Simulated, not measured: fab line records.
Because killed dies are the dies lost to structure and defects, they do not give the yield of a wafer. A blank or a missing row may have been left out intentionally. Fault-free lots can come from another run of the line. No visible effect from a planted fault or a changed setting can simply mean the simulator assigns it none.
What tool caused it? + flow gf180mcu + Sampling: 11 lots, 32 wafers, 6 of 602 route steps

== WHAT THE GAUGES SHOWED, per wafer ==
GF_V3_RS_MEAS_24: measurement is done with a four-point probe. Usual: V3_W_RS 0.325 ohm/sq, standard deviation 0.0035.
| lot  | measured     | on            | V3_W_RS (ohm/sq)  | flag |
|------|--------------|---------------|-------------------|------|
| L203 | day 22 18:50 | film metro-03 | 0.326 0.329 0.326 |      |
| L208 | day 24 09:16 | film metro-04 | 0.261 0.324       | OFF  |
| L212 | day 25 21:04 | film metro-03 | 0.327 0.323 0.326 |      |
| L215 | day 26 17:26 | film metro-03 | 0.325 0.325 0.323 |      |
| L218 | day 27 12:45 | film metro-03 | 0.324 0.322 0.326 |      |
| L219 | day 28 03:07 | film metro-01 | 0.320 0.313 0.315 |      |
| L221 | day 28 16:37 | film metro-04 | 0.331 0.320 0.322 |      |
| L222 | day 29 03:52 | film metro-03 | 0.330 0.330 0.330 |      |
| L223 | day 29 07:01 | film metro-03 | 0.321 0.319 0.325 |      |
| L224 | day 29 14:39 | film metro-04 | 0.321 0.322 0.318 |      |
| L225 | day 30 00:04 | film metro-03 | 0.323 0.322 0.324 |      |

GF_V3_THK_MEAS_25: measures by xrf. Usual: V3_W_THK 348 nm, standard deviation 4.6.
| lot  | measured     | on            | V3_W_THK (nm) | flag |
|------|--------------|---------------|---------------|------|
| L203 | day 22 18:56 | film metro-03 | 347 344 349   |      |
| L208 | day 24 09:21 | film metro-04 | 432 349       | OFF  |
| L212 | day 25 21:11 | film metro-03 | 345 348 345   |      |
| L215 | day 26 17:32 | film metro-03 | 347 347 351   |      |
| L218 | day 27 12:52 | film metro-03 | 349 352 345   |      |
| L219 | day 28 03:14 | film metro-01 | 357 365 362   |      |
| L221 | day 28 16:43 | film metro-04 | 345 356 353   |      |
| L222 | day 29 03:59 | film metro-03 | 340 338 339   |      |
| L223 | day 29 07:07 | film metro-03 | 347 352 342   |      |
| L224 | day 29 14:46 | film metro-04 | 357 355 361   |      |
| L225 | day 30 00:10 | film metro-03 | 349 349 350   |      |

== EACH LOT AND THE TOOL THAT RAN IT (in order: tool; ch and the chambers of the sampled wafers; start) ==
| lot  | GF_V2_SPUTTER_21             | GF_M3_SPUTTER_00             | GF_M3_SPUTTER_03             | GF_V3_CVD_23                  |
|------|------------------------------|------------------------------|------------------------------|-------------------------------|
| L203 | pvd sputter-04, day 20 16:33 | pvd sputter-01, day 20 17:15 | pvd sputter-01, day 20 17:25 | cvd w-01 ch 0,1, day 22 18:43 |
| L208 | pvd sputter-01, day 22 08:10 | pvd sputter-04, day 22 09:03 | pvd sputter-04, day 22 09:13 | cvd w-01 ch 1, day 24 09:08   |
| L212 | pvd sputter-04, day 23 22:47 | pvd sputter-01, day 23 23:28 | pvd sputter-01, day 23 23:38 | cvd w-02 ch 0,1, day 25 20:58 |
| L215 | pvd sputter-04, day 24 19:49 | pvd sputter-01, day 24 20:30 | pvd sputter-01, day 24 20:40 | cvd w-02 ch 0,1, day 26 17:19 |
| L218 | pvd sputter-04, day 25 15:46 | pvd sputter-01, day 25 16:28 | pvd sputter-01, day 25 16:37 | cvd w-02 ch 0,1, day 27 12:38 |
| L219 | pvd sputter-04, day 26 06:13 | pvd sputter-04, day 26 06:54 | pvd sputter-04, day 26 07:04 | cvd w-01 ch 0,1, day 28 02:59 |
| L221 | pvd sputter-01, day 26 22:18 | pvd sputter-01, day 26 23:08 | pvd sputter-01, day 26 23:18 | cvd w-01 ch 0,1, day 28 16:29 |
| L222 | pvd sputter-04, day 27 09:02 | pvd sputter-02, day 27 09:44 | pvd sputter-02, day 27 09:53 | cvd w-01 ch 0, day 29 03:44   |
| L223 | pvd sputter-04, day 27 12:02 | pvd sputter-01, day 27 12:44 | pvd sputter-01, day 27 12:53 | cvd w-02 ch 0,1, day 29 06:54 |
| L224 | pvd sputter-03, day 27 20:20 | pvd sputter-04, day 27 21:02 | pvd sputter-04, day 27 21:12 | cvd w-01 ch 1, day 29 14:32   |
| L225 | pvd sputter-03, day 28 06:24 | pvd sputter-04, day 28 07:05 | pvd sputter-04, day 28 07:15 | cvd w-02 ch 0,1, day 29 23:57 |
- GF_V2_SPUTTER_21: material Ti, target thk 15 nm, time 80.02 s.
- GF_M3_SPUTTER_00: material Ti, target thk 37.5 nm, time 150 s.
- GF_M3_SPUTTER_03: material Ti, target thk 10 nm, time 6.7 s.
- GF_V3_CVD_23: deposits W, target thk 350 nm, time 104.9 s.

== WHAT THE TOOLS THEMSELVES READ (means of the sampled wafers that have a number; where no wafer has one, the mark that the record gives instead) ==
GF_V2_SPUTTER_21. Usual: throttle valve pct 30.5 %, standard deviation 0.86.
| lot  | tool           | throttle valve pct (%) | flag |
|------|----------------|------------------------|------|
| L203 | pvd sputter-04 | 29.4                   |      |
| L208 | pvd sputter-01 | 31.5                   |      |
| L212 | pvd sputter-04 | 30.5                   |      |
| L215 | pvd sputter-04 | 30.1                   |      |
| L218 | pvd sputter-04 | 29.9                   |      |
| L219 | pvd sputter-04 | 30.5                   |      |
| L221 | pvd sputter-01 | 30.6                   |      |
| L222 | pvd sputter-04 | 30.2                   |      |
| L223 | pvd sputter-04 | 30.1                   |      |
| L224 | pvd sputter-03 | 30.2                   |      |
| L225 | pvd sputter-03 | 30.9                   |      |

GF_M3_SPUTTER_00. Usual: throttle valve pct 30.2 %, standard deviation 0.91.
| lot  | tool           | throttle valve pct (%) | flag |
|------|----------------|------------------------|------|
| L203 | pvd sputter-01 | 30.6                   |      |
| L208 | pvd sputter-04 | 30.2                   |      |
| L212 | pvd sputter-01 | 30.7                   |      |
| L215 | pvd sputter-01 | 30.1                   |      |
| L218 | pvd sputter-01 | 30.7                   |      |
| L219 | pvd sputter-04 | 30.5                   |      |
| L221 | pvd sputter-01 | 31.5                   |      |
| L222 | pvd sputter-02 | 28.9                   |      |
| L223 | pvd sputter-01 | 30.6                   |      |
| L224 | pvd sputter-04 | 29.9                   |      |
| L225 | pvd sputter-04 | 30.5                   |      |

GF_M3_SPUTTER_03. Usual: throttle valve pct 30.2 %, standard deviation 0.92.
| lot  | tool           | throttle valve pct (%) | flag |
|------|----------------|------------------------|------|
| L203 | pvd sputter-01 | 30.6                   |      |
| L208 | pvd sputter-04 | 30.4                   |      |
| L212 | pvd sputter-01 | 30.7                   |      |
| L215 | pvd sputter-01 | 30.1                   |      |
| L218 | pvd sputter-01 | 30.7                   |      |
| L219 | pvd sputter-04 | 30.5                   |      |
| L221 | pvd sputter-01 | 31.1                   |      |
| L222 | pvd sputter-02 | 28.7                   |      |
| L223 | pvd sputter-01 | 30.4                   |      |
| L224 | pvd sputter-04 | 29.9                   |      |
| L225 | pvd sputter-04 | 30.7                   |      |

GF_V3_CVD_23. Usual: heater power w 913 W, standard deviation 110.
| lot  | tool     | heater power w (W) | flag |
|------|----------|--------------------|------|
| L203 | cvd w-01 | 857                |      |
| L208 | cvd w-01 | 870                |      |
| L212 | cvd w-02 | 1011               |      |
| L215 | cvd w-02 | 927                |      |
| L218 | cvd w-02 | 935                |      |
| L219 | cvd w-01 | 869                |      |
| L221 | cvd w-01 | 870                |      |
| L222 | cvd w-01 | 850                |      |
| L223 | cvd w-02 | 928                |      |
| L224 | cvd w-01 | 881                |      |
| L225 | cvd w-02 | 1034               |      |

== THE ANSWER, worked out from the rows above alone ==
Rule: a lot counts as off when the mean over its wafers that have a number is more than 3 standard deviations away from the usual mean. Also off: a lot with no number at a reading for which 4 or more lots have one. Any other lot the step has rows for is counted as sound. After the gauges, taken in route order, come the tools' own readings; for these a lot's mean is taken, as printed above. At the first step where some lot is off, the reading lying furthest off is the one used; lots without a number count as furthest.
Off: L208, at GF_V3_RS_MEAS_24 (V3_W_RS).
A tool fits if, at a process step before that reading, it ran every lot that is off, and no sound lot after the first of them. The gauges at GF_V3_RS_MEAS_24 are tried like those tools. Of those tried, none fits.

== WHAT THE SIMULATOR HAD INSERTED ==
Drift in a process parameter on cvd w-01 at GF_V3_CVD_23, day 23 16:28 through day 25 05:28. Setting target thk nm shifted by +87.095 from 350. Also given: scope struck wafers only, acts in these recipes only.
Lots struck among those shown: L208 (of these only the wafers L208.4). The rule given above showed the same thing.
